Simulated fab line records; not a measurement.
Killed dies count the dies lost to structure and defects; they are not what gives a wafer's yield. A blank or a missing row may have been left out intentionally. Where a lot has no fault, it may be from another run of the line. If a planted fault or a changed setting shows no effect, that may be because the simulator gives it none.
The tool behind it: which one? || flow sky130 || 72 wafers from 24 lots sampled at 3 of the route's 708 steps

WHAT THE GAUGES SHOWED, per wafer
SKY_METAL1_RS_MEAS_05: a four-point-probe measurement. Usual: METAL1_ALCU_RS typically reads 0.1272 ohm/sq, with standard deviation 0.0012.
{"lot": "L074", "measured": "day 31 22:49", "on": "film_metro-03", "METAL1_ALCU_RS (ohm/sq)": "0.1281 0.1271 0.1277", "flag": ""}
{"lot": "L075", "measured": "day 32 02:03", "on": "film_metro-04", "METAL1_ALCU_RS (ohm/sq)": "0.1275 0.1268 0.1273", "flag": ""}
{"lot": "L076", "measured": "day 32 05:29", "on": "film_metro-03", "METAL1_ALCU_RS (ohm/sq)": "0.1263 0.1260 0.1271", "flag": ""}
{"lot": "L077", "measured": "day 32 19:22", "on": "film_metro-01", "METAL1_ALCU_RS (ohm/sq)": "0.1260 0.1252 0.1259", "flag": ""}
{"lot": "L078", "measured": "day 32 20:31", "on": "film_metro-04", "METAL1_ALCU_RS (ohm/sq)": "0.1269 0.1292 0.1281", "flag": ""}
{"lot": "L079", "measured": "day 33 02:34", "on": "film_metro-03", "METAL1_ALCU_RS (ohm/sq)": "0.1258 0.1261 0.1267", "flag": ""}
{"lot": "L080", "measured": "day 33 08:41", "on": "film_metro-01", "METAL1_ALCU_RS (ohm/sq)": "0.1278 0.1289 0.1292", "flag": ""}
{"lot": "L081", "measured": "day 33 16:38", "on": "film_metro-03", "METAL1_ALCU_RS (ohm/sq)": "0.1287 0.1279 0.1285", "flag": ""}
{"lot": "L082", "measured": "day 34 04:37", "on": "film_metro-01", "METAL1_ALCU_RS (ohm/sq)": "0.1276 0.1272 0.1267", "flag": ""}
{"lot": "L083", "measured": "day 34 09:05", "on": "film_metro-03", "METAL1_ALCU_RS (ohm/sq)": "0.1271 0.1278 0.1274", "flag": ""}
{"lot": "L084", "measured": "day 34 11:19", "on": "film_metro-01", "METAL1_ALCU_RS (ohm/sq)": "0.1302 0.1297 0.1302", "flag": ""}
{"lot": "L085", "measured": "day 35 02:43", "on": "film_metro-03", "METAL1_ALCU_RS (ohm/sq)": "0.1265 0.1266 0.1269", "flag": ""}
{"lot": "L086", "measured": "day 35 06:52", "on": "film_metro-01", "METAL1_ALCU_RS (ohm/sq)": "0.1281 0.1275 0.1278", "flag": ""}
{"lot": "L087", "measured": "day 35 14:41", "on": "film_metro-01", "METAL1_ALCU_RS (ohm/sq)": "0.1284 0.1276 0.1277", "flag": ""}
{"lot": "L088", "measured": "day 36 09:04", "on": "film_metro-01", "METAL1_ALCU_RS (ohm/sq)": "0.1264 0.1265 0.1271", "flag": ""}
{"lot": "L089", "measured": "day 36 13:43", "on": "film_metro-04", "METAL1_ALCU_RS (ohm/sq)": "0.1256 0.1256 0.1264", "flag": ""}
{"lot": "L090", "measured": "day 37 03:33", "on": "film_metro-01", "METAL1_ALCU_RS (ohm/sq)": "0.1272 0.1268 0.1271", "flag": ""}
{"lot": "L091", "measured": "day 37 10:06", "on": "film_metro-03", "METAL1_ALCU_RS (ohm/sq)": "0.1266 0.1260 0.1256", "flag": ""}
{"lot": "L093", "measured": "day 37 15:44", "on": "film_metro-04", "METAL1_ALCU_RS (ohm/sq)": "0.1265 0.1259 0.1259", "flag": ""}
{"lot": "L092", "measured": "day 37 16:02", "on": "film_metro-04", "METAL1_ALCU_RS (ohm/sq)": "0.1274 0.1282 0.1266", "flag": ""}
{"lot": "L094", "measured": "day 37 18:29", "on": "film_metro-01", "METAL1_ALCU_RS (ohm/sq)": "0.1261 0.1257 0.1263", "flag": ""}
{"lot": "L095", "measured": "day 38 21:47", "on": "film_metro-04", "METAL1_ALCU_RS (ohm/sq)": "0.1258 0.1259 0.1254", "flag": ""}
{"lot": "L097", "measured": "day 38 23:03", "on": "film_metro-04", "METAL1_ALCU_RS (ohm/sq)": "0.1266 0.1268 0.1272", "flag": ""}
{"lot": "L096", "measured": "day 39 07:05", "on": "film_metro-01", "METAL1_ALCU_RS (ohm/sq)": "0.1267 0.1262 0.1280", "flag": ""}

WHICH TOOL RAN EACH LOT (tool, then ch and the chambers of the sampled wafers, then the start)
{"lot": "L074", "SKY_LOCAL_INTERCONNECT_STRIP_15": "plasma_asher-03 ch 0,1, day 30 17:04", "SKY_METAL1_SPUTTER_01": "pvd_sputter-04, day 31 22:38"}
{"lot": "L075", "SKY_LOCAL_INTERCONNECT_STRIP_15": "plasma_asher-02 ch 0,1, day 30 19:47", "SKY_METAL1_SPUTTER_01": "pvd_sputter-04, day 32 01:52"}
{"lot": "L076", "SKY_LOCAL_INTERCONNECT_STRIP_15": "plasma_asher-02 ch 0,1, day 31 00:35", "SKY_METAL1_SPUTTER_01": "pvd_sputter-01, day 32 05:19"}
{"lot": "L077", "SKY_LOCAL_INTERCONNECT_STRIP_15": "plasma_asher-03 ch 0,1, day 31 12:58", "SKY_METAL1_SPUTTER_01": "pvd_sputter-03, day 32 19:14"}
{"lot": "L078", "SKY_LOCAL_INTERCONNECT_STRIP_15": "plasma_asher-04 ch 0,1, day 31 14:45", "SKY_METAL1_SPUTTER_01": "pvd_sputter-03, day 32 20:24"}
{"lot": "L079", "SKY_LOCAL_INTERCONNECT_STRIP_15": "plasma_asher-03 ch 0,1, day 31 20:40", "SKY_METAL1_SPUTTER_01": "pvd_sputter-03, day 33 02:26"}
{"lot": "L080", "SKY_LOCAL_INTERCONNECT_STRIP_15": "plasma_asher-02 ch 0,1, day 32 02:27", "SKY_METAL1_SPUTTER_01": "pvd_sputter-04, day 33 08:31"}
{"lot": "L081", "SKY_LOCAL_INTERCONNECT_STRIP_15": "plasma_asher-04 ch 0,1, day 32 11:54", "SKY_METAL1_SPUTTER_01": "pvd_sputter-04, day 33 16:31"}
{"lot": "L082", "SKY_LOCAL_INTERCONNECT_STRIP_15": "plasma_asher-04 ch 0, day 32 22:22", "SKY_METAL1_SPUTTER_01": "pvd_sputter-03, day 34 04:29"}
{"lot": "L083", "SKY_LOCAL_INTERCONNECT_STRIP_15": "plasma_asher-03 ch 0,1, day 33 03:19", "SKY_METAL1_SPUTTER_01": "pvd_sputter-03, day 34 08:57"}
{"lot": "L084", "SKY_LOCAL_INTERCONNECT_STRIP_15": "plasma_asher-03 ch 0,1, day 33 06:10", "SKY_METAL1_SPUTTER_01": "pvd_sputter-04, day 34 11:12"}
{"lot": "L085", "SKY_LOCAL_INTERCONNECT_STRIP_15": "plasma_asher-04 ch 0,1, day 33 22:40", "SKY_METAL1_SPUTTER_01": "pvd_sputter-04, day 35 02:36"}
{"lot": "L086", "SKY_LOCAL_INTERCONNECT_STRIP_15": "plasma_asher-02 ch 0, day 34 02:05", "SKY_METAL1_SPUTTER_01": "pvd_sputter-04, day 35 06:44"}
{"lot": "L087", "SKY_LOCAL_INTERCONNECT_STRIP_15": "plasma_asher-03 ch 0,1, day 34 09:14", "SKY_METAL1_SPUTTER_01": "pvd_sputter-03, day 35 14:32"}
{"lot": "L088", "SKY_LOCAL_INTERCONNECT_STRIP_15": "plasma_asher-04 ch 0,1, day 35 03:52", "SKY_METAL1_SPUTTER_01": "pvd_sputter-03, day 36 08:56"}
{"lot": "L089", "SKY_LOCAL_INTERCONNECT_STRIP_15": "plasma_asher-03 ch 0,1, day 35 08:37", "SKY_METAL1_SPUTTER_01": "pvd_sputter-03, day 36 13:34"}
{"lot": "L090", "SKY_LOCAL_INTERCONNECT_STRIP_15": "plasma_asher-02 ch 0,1, day 35 23:47", "SKY_METAL1_SPUTTER_01": "pvd_sputter-03, day 37 03:26"}
{"lot": "L091", "SKY_LOCAL_INTERCONNECT_STRIP_15": "plasma_asher-02 ch 0,1, day 36 06:16", "SKY_METAL1_SPUTTER_01": "pvd_sputter-04, day 37 09:59"}
{"lot": "L093", "SKY_LOCAL_INTERCONNECT_STRIP_15": "plasma_asher-04 ch 0,1, day 36 11:23", "SKY_METAL1_SPUTTER_01": "pvd_sputter-03, day 37 15:37"}
{"lot": "L092", "SKY_LOCAL_INTERCONNECT_STRIP_15": "plasma_asher-03 ch 0,1, day 36 11:34", "SKY_METAL1_SPUTTER_01": "pvd_sputter-04, day 37 15:55"}
{"lot": "L094", "SKY_LOCAL_INTERCONNECT_STRIP_15": "plasma_asher-03 ch 0,1, day 36 13:52", "SKY_METAL1_SPUTTER_01": "pvd_sputter-01, day 37 18:22"}
{"lot": "L095", "SKY_LOCAL_INTERCONNECT_STRIP_15": "plasma_asher-04 ch 0,1, day 37 17:43", "SKY_METAL1_SPUTTER_01": "pvd_sputter-04, day 38 21:40"}
{"lot": "L097", "SKY_LOCAL_INTERCONNECT_STRIP_15": "plasma_asher-04 ch 1, day 37 18:40", "SKY_METAL1_SPUTTER_01": "pvd_sputter-04, day 38 22:56"}
{"lot": "L096", "SKY_LOCAL_INTERCONNECT_STRIP_15": "plasma_asher-04 ch 0,1, day 38 02:56", "SKY_METAL1_SPUTTER_01": "pvd_sputter-03, day 39 06:55"}
- SKY_LOCAL_INTERCONNECT_STRIP_15: strips in O2/N2.
- SKY_METAL1_SPUTTER_01: material TiN, target thk 20 nm, time 16.7 s.

WHAT THE TOOLS THEMSELVES READ (means of the sampled wafers that have a number; where no wafer has one, the mark that the record gives instead)
SKY_LOCAL_INTERCONNECT_STRIP_15. Usual: drypump_motor_current_A 5.9 A, standard deviation 0.52; oes_product_au 0.429 a.u., standard deviation 0.0045; strip_time_to_endpoint_s 4.767 s, standard deviation 0.019.
{"lot": "L074", "tool": "plasma_asher-03", "drypump_motor_current_A (A)": 5.8, "oes_product_au (a.u.)": 0.432, "strip_time_to_endpoint_s (s)": 4.784, "flag": ""}
{"lot": "L075", "tool": "plasma_asher-02", "drypump_motor_current_A (A)": 5.7, "oes_product_au (a.u.)": 0.432, "strip_time_to_endpoint_s (s)": 4.786, "flag": ""}
{"lot": "L076", "tool": "plasma_asher-02", "drypump_motor_current_A (A)": 6.1, "oes_product_au (a.u.)": 0.431, "strip_time_to_endpoint_s (s)": 4.781, "flag": ""}
{"lot": "L077", "tool": "plasma_asher-03", "drypump_motor_current_A (A)": 6.2, "oes_product_au (a.u.)": 0.433, "strip_time_to_endpoint_s (s)": 4.751, "flag": ""}
{"lot": "L078", "tool": "plasma_asher-04", "drypump_motor_current_A (A)": 5.8, "oes_product_au (a.u.)": 0.424, "strip_time_to_endpoint_s (s)": 4.761, "flag": ""}
{"lot": "L079", "tool": "plasma_asher-03", "drypump_motor_current_A (A)": 6.1, "oes_product_au (a.u.)": 0.424, "strip_time_to_endpoint_s (s)": 4.768, "flag": ""}
{"lot": "L080", "tool": "plasma_asher-02", "drypump_motor_current_A (A)": 5.7, "oes_product_au (a.u.)": 0.429, "strip_time_to_endpoint_s (s)": 4.736, "flag": ""}
{"lot": "L081", "tool": "plasma_asher-04", "drypump_motor_current_A (A)": 5.4, "oes_product_au (a.u.)": 0.428, "strip_time_to_endpoint_s (s)": 4.759, "flag": ""}
{"lot": "L082", "tool": "plasma_asher-04", "drypump_motor_current_A (A)": 6.2, "oes_product_au (a.u.)": 0.432, "strip_time_to_endpoint_s (s)": 4.770, "flag": ""}
{"lot": "L083", "tool": "plasma_asher-03", "drypump_motor_current_A (A)": 5.8, "oes_product_au (a.u.)": 0.429, "strip_time_to_endpoint_s (s)": 4.771, "flag": ""}
{"lot": "L084", "tool": "plasma_asher-03", "drypump_motor_current_A (A)": 6.2, "oes_product_au (a.u.)": 0.429, "strip_time_to_endpoint_s (s)": 4.749, "flag": ""}
{"lot": "L085", "tool": "plasma_asher-04", "drypump_motor_current_A (A)": 5.8, "oes_product_au (a.u.)": 0.429, "strip_time_to_endpoint_s (s)": 4.755, "flag": ""}
{"lot": "L086", "tool": "plasma_asher-02", "drypump_motor_current_A (A)": 5.4, "oes_product_au (a.u.)": 0.428, "strip_time_to_endpoint_s (s)": 4.756, "flag": ""}
{"lot": "L087", "tool": "plasma_asher-03", "drypump_motor_current_A (A)": 6.2, "oes_product_au (a.u.)": 0.428, "strip_time_to_endpoint_s (s)": 4.787, "flag": ""}
{"lot": "L088", "tool": "plasma_asher-04", "drypump_motor_current_A (A)": 5.4, "oes_product_au (a.u.)": 0.430, "strip_time_to_endpoint_s (s)": 4.762, "flag": ""}
{"lot": "L089", "tool": "plasma_asher-03", "drypump_motor_current_A (A)": 5.8, "oes_product_au (a.u.)": 0.432, "strip_time_to_endpoint_s (s)": 4.776, "flag": ""}
{"lot": "L090", "tool": "plasma_asher-02", "drypump_motor_current_A (A)": 5.7, "oes_product_au (a.u.)": 0.428, "strip_time_to_endpoint_s (s)": 4.797, "flag": ""}
{"lot": "L091", "tool": "plasma_asher-02", "drypump_motor_current_A (A)": 5.8, "oes_product_au (a.u.)": 0.426, "strip_time_to_endpoint_s (s)": 4.756, "flag": ""}
{"lot": "L093", "tool": "plasma_asher-04", "drypump_motor_current_A (A)": 5.5, "oes_product_au (a.u.)": 0.431, "strip_time_to_endpoint_s (s)": 4.761, "flag": ""}
{"lot": "L092", "tool": "plasma_asher-03", "drypump_motor_current_A (A)": 6.2, "oes_product_au (a.u.)": 0.425, "strip_time_to_endpoint_s (s)": 4.778, "flag": ""}
{"lot": "L094", "tool": "plasma_asher-03", "drypump_motor_current_A (A)": 6.2, "oes_product_au (a.u.)": 0.430, "strip_time_to_endpoint_s (s)": 4.750, "flag": ""}
{"lot": "L095", "tool": "plasma_asher-04", "drypump_motor_current_A (A)": 5.5, "oes_product_au (a.u.)": 0.430, "strip_time_to_endpoint_s (s)": 4.779, "flag": ""}
{"lot": "L097", "tool": "plasma_asher-04", "drypump_motor_current_A (A)": 5.1, "oes_product_au (a.u.)": 0.427, "strip_time_to_endpoint_s (s)": 4.764, "flag": ""}
{"lot": "L096", "tool": "plasma_asher-04", "drypump_motor_current_A (A)": 5.8, "oes_product_au (a.u.)": 0.430, "strip_time_to_endpoint_s (s)": 4.758, "flag": ""}

SKY_METAL1_SPUTTER_01. Usual: throttle_valve_pct at 30.2 %, with a standard deviation of 1.4.
{"lot": "L074", "tool": "pvd_sputter-04", "throttle_valve_pct (%)": 30.5, "flag": ""}
{"lot": "L075", "tool": "pvd_sputter-04", "throttle_valve_pct (%)": 30.2, "flag": ""}
{"lot": "L076", "tool": "pvd_sputter-01", "throttle_valve_pct (%)": 29.4, "flag": ""}
{"lot": "L077", "tool": "pvd_sputter-03", "throttle_valve_pct (%)": 30.7, "flag": ""}
{"lot": "L078", "tool": "pvd_sputter-03", "throttle_valve_pct (%)": 29.1, "flag": ""}
{"lot": "L079", "tool": "pvd_sputter-03", "throttle_valve_pct (%)": 30.8, "flag": ""}
{"lot": "L080", "tool": "pvd_sputter-04", "throttle_valve_pct (%)": 30.2, "flag": ""}
{"lot": "L081", "tool": "pvd_sputter-04", "throttle_valve_pct (%)": 30.2, "flag": ""}
{"lot": "L082", "tool": "pvd_sputter-03", "throttle_valve_pct (%)": 29.9, "flag": ""}
{"lot": "L083", "tool": "pvd_sputter-03", "throttle_valve_pct (%)": 30.6, "flag": ""}
{"lot": "L084", "tool": "pvd_sputter-04", "throttle_valve_pct (%)": 30.6, "flag": ""}
{"lot": "L085", "tool": "pvd_sputter-04", "throttle_valve_pct (%)": 30.4, "flag": ""}
{"lot": "L086", "tool": "pvd_sputter-04", "throttle_valve_pct (%)": 30.4, "flag": ""}
{"lot": "L087", "tool": "pvd_sputter-03", "throttle_valve_pct (%)": 30.8, "flag": ""}
{"lot": "L088", "tool": "pvd_sputter-03", "throttle_valve_pct (%)": 29.2, "flag": ""}
{"lot": "L089", "tool": "pvd_sputter-03", "throttle_valve_pct (%)": 32.3, "flag": ""}
{"lot": "L090", "tool": "pvd_sputter-03", "throttle_valve_pct (%)": 30.9, "flag": ""}
{"lot": "L091", "tool": "pvd_sputter-04", "throttle_valve_pct (%)": 30.4, "flag": ""}
{"lot": "L093", "tool": "pvd_sputter-03", "throttle_valve_pct (%)": 31.5, "flag": ""}
{"lot": "L092", "tool": "pvd_sputter-04", "throttle_valve_pct (%)": 30.2, "flag": ""}
{"lot": "L094", "tool": "pvd_sputter-01", "throttle_valve_pct (%)": 30.7, "flag": ""}
{"lot": "L095", "tool": "pvd_sputter-04", "throttle_valve_pct (%)": 30.0, "flag": ""}
{"lot": "L097", "tool": "pvd_sputter-04", "throttle_valve_pct (%)": 30.3, "flag": ""}
{"lot": "L096", "tool": "pvd_sputter-03", "throttle_valve_pct (%)": 30.0, "flag": ""}

THE ANSWER, worked out from the rows above alone
Rule: a lot counts as off when the mean over its wafers that have a number is more than 3 standard deviations away from the usual mean. A lot without any number at a reading at which 4 lots or more have one is off too. Any other lot the step has rows for is counted as sound. Order of review: gauges by route order, followed by the tools' own readings, for which a lot's mean as printed above is used. The first step at which some lot is off is used, and at that step the reading that is off furthest; a lot without a number counts as furthest.
Across all readings shown, no lot is off: no conclusion can be drawn from this.

WHAT THE SIMULATOR HAD INSERTED
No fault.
